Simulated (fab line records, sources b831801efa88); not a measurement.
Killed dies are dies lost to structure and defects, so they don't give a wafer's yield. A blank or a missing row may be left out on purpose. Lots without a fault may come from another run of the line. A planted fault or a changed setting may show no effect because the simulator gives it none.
Which tool did it? | flow gf180mcu | 12 lots, 36 wafers sampled, at 5 steps of a route of 602

WHAT THE GAUGES READ, wafer by wafer
GF_M2_OVL_MEAS_15.
lot  | measured     | on         | M2_OVL (nm)
L727 | day 19 13:53 | overlay-02 | -5 -7 -2
L728 | day 20 02:04 | overlay-01 | 2 5 6
L733 | day 21 15:47 | overlay-01 | 1 1 -6
L734 | day 21 21:24 | overlay-02 | -9 -3 -7
L736 | day 22 18:56 | overlay-02 | 3 6 4
L737 | day 22 23:56 | overlay-01 | 0 -3 -6
L740 | day 24 03:08 | overlay-01 | -9 -7 -2
L741 | day 24 10:23 | overlay-01 | -2 5 3
L742 | day 24 14:26 | overlay-02 | 4 -1 -1
L744 | day 25 08:26 | overlay-01 | -2 -5 -7
L749 | day 26 18:04 | overlay-02 | 0 0 0
L750 | day 27 02:37 | overlay-02 | 9 1 1

GF_M3_THK_MEAS_06: measures by xrf.
lot  | measured     | on            | M3_ALCU_THK (nm)
L727 | day 20 16:57 | film_metro-01 | 455 456 461
L728 | day 21 05:14 | film_metro-01 | 461 455 459
L733 | day 22 18:28 | film_metro-02 | 455 456 459
L734 | day 22 23:24 | film_metro-02 | 456 456 456
L736 | day 23 21:13 | film_metro-04 | 450 451 456
L737 | day 24 01:32 | film_metro-02 | 462 461 462
L740 | day 25 04:55 | film_metro-01 | 451 446 456
L741 | day 25 12:07 | film_metro-01 | 454 449 458
L742 | day 25 15:13 | film_metro-02 | 455 455 454
L744 | day 26 08:24 | film_metro-02 | 446 444 441
L749 | day 27 17:39 | film_metro-02 | 458 450 450
L750 | day 28 01:56 | film_metro-04 | 445 437 442

WHICH TOOL RAN EACH LOT (tool, then ch and the chambers of the sampled wafers, then the start)
lot  | GF_M2_COAT_09                     | GF_M2_STRIP_17                       | GF_V2_ETCH_16
L727 | litho_track-04 ch 0, day 19 01:41 | plasma_asher-03 ch 0,1, day 19 14:01 | rie_diel-03 ch 1,3, day 20 15:14
L728 | litho_track-01 ch 0, day 19 12:55 | plasma_asher-03 ch 0,1, day 20 02:13 | rie_diel-01 ch 0,1,3, day 21 03:32
L733 | litho_track-02 ch 0, day 21 03:46 | plasma_asher-03 ch 0,1, day 21 15:58 | rie_diel-03 ch 0,2,3, day 22 16:44
L734 | litho_track-04 ch 0, day 21 09:15 | plasma_asher-01 ch 0,1, day 21 21:34 | rie_diel-01 ch 0,1,3, day 22 21:41
L736 | litho_track-01 ch 0, day 22 07:22 | plasma_asher-01 ch 0,1, day 22 19:11 | rie_diel-03 ch 0,1,2, day 23 19:29
L737 | litho_track-01 ch 0, day 22 12:01 | plasma_asher-01 ch 0,1, day 23 00:05 | rie_diel-01 ch 0,2,3, day 23 23:50
L740 | litho_track-02 ch 0, day 23 15:20 | plasma_asher-03 ch 1, day 24 03:17   | rie_diel-03 ch 0,1,3, day 25 03:13
L741 | litho_track-01 ch 0, day 23 23:07 | plasma_asher-03 ch 0,1, day 24 10:33 | rie_diel-03 ch 0,1,3, day 25 10:23
L742 | litho_track-01 ch 0, day 24 03:32 | plasma_asher-02 ch 0,1, day 24 14:35 | rie_diel-04 ch 0,1,2, day 25 13:31
L744 | litho_track-01 ch 0, day 24 21:16 | plasma_asher-02 ch 0,1, day 25 08:35 | rie_diel-01 ch 0,1,2, day 26 06:40
L749 | litho_track-02 ch 0, day 26 07:40 | plasma_asher-03 ch 0,1, day 26 18:13 | rie_diel-03 ch 0,1,3, day 27 15:56
L750 | litho_track-02 ch 0, day 26 16:19 | plasma_asher-02 ch 0,1, day 27 02:46 | rie_diel-01 ch 0,2,3, day 28 00:14
- GF_M2_COAT_09: resist thk 1000 nm.
- GF_M2_STRIP_17: strips in O2/N2.
- GF_V2_ETCH_16: etches BARC in N2/H2.

WHAT THE TOOLS THEMSELVES READ (means of the sampled wafers that have a number; where no wafer has one, the mark that the record gives instead)
GF_M2_STRIP_17.
lot  | tool            | drypump_motor_current_A (A) | heater_power_w (W) | oes_product_au (a.u.) | platen_temp_c (C) | strip_time_to_endpoint_s (s)
L727 | plasma_asher-03 | 5.7                         | 336                | 0.553                 | 250.07            | 7.82
L728 | plasma_asher-03 | 5.5                         | 339                | 0.560                 | 250.02            | 7.87
L733 | plasma_asher-03 | 5.7                         | 337                | 0.552                 | 249.99            | 7.85
L734 | plasma_asher-01 | 6.1                         | 333                | 0.554                 | 250.03            | 7.83
L736 | plasma_asher-01 | 6.1                         | 332                | 0.561                 | 249.75            | 7.86
L737 | plasma_asher-01 | 6.0                         | 335                | 0.558                 | 250.00            | 7.87
L740 | plasma_asher-03 | 5.9                         | 334                | 0.561                 | 250.02            | 7.86
L741 | plasma_asher-03 | 5.7                         | 341                | 0.552                 | 249.98            | 7.86
L742 | plasma_asher-02 | 5.8                         | 371                | 0.567                 | 250.02            | 8.06
L744 | plasma_asher-02 | 5.5                         | 359                | 0.568                 | 250.31            | 8.08
L749 | plasma_asher-03 | 5.7                         | 336                | 0.556                 | 250.07            | 7.80
L750 | plasma_asher-02 | 5.5                         | 363                | 0.558                 | 249.73            | 7.83

GF_V2_ETCH_16.
lot  | tool        | drypump_motor_current_A (A) | h2_flow_sccm (sccm) | oes_product_au (a.u.) | throttle_valve_pct (%)
L727 | rie_diel-03 | 5.3                         | 200.1               | 0.855                 | 13.227
L728 | rie_diel-01 | 5.6                         | 200.8               | 0.856                 | 13.217
L733 | rie_diel-03 | 5.7                         | 199.9               | 0.854                 | 13.227
L734 | rie_diel-01 | 5.6                         | 199.9               | 0.848                 | 13.234
L736 | rie_diel-03 | 5.9                         | 199.7               | 0.853                 | 13.220
L737 | rie_diel-01 | 5.3                         | 200.0               | 0.846                 | 13.226
L740 | rie_diel-03 | 5.5                         | 199.2               | 0.857                 | 13.228
L741 | rie_diel-03 | 5.5                         | 200.1               | 0.851                 | 13.226
L742 | rie_diel-04 | 5.4                         | 200.0               | 0.854                 | 13.227
L744 | rie_diel-01 | 5.6                         | 199.4               | 0.850                 | 13.225
L749 | rie_diel-03 | 5.5                         | 199.5               | 0.858                 | 13.228
L750 | rie_diel-01 | 5.3                         | 200.5               | 0.850                 | 13.229

THE ANSWER, worked out from the rows above alone
Rule: what is usual is taken from the lots themselves. Put in order of their means at a reading, lots are off if they are a third of the lots or fewer, leave a main group of 4 or more, and stand apart from it by a gap of 3 or more times the standard deviation of the main group's means; of several such gaps the widest counts. A main group whose means are all the same, to the digits that the tables above print for the reading, isn't used. A lot without any number at a reading at which 4 lots or more have one is off too. The other lots that the step has rows for count as sound. The gauges are gone through in route order, then the tools' own readings, and for those a lot's mean is taken as printed above. The first step at which some lot is off is used, and at that step the reading that is off furthest; a lot without a number counts as furthest.
Off: L742, L744, at GF_M2_STRIP_17 (strip_time_to_endpoint_s). The main group: mean 7.84 s, standard deviation 0.022.
A tool fits if, at that step or a process step before it, it ran every lot that is off, and no sound lot after the first of them. One fits: litho_track-01 at GF_M2_COAT_09. Its last sound lot is L741 (day 23 23:07), its first lot that is off L742 (day 24 03:32): a fault that began between those two fits.

WHAT THE SIMULATOR HAD PUT IN
Process parameter drift: litho_track-01, from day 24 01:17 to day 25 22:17, at GF_M2_COAT_09. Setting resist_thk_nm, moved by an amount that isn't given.
Lots struck among those shown: L742, L744. The rule above found the same.
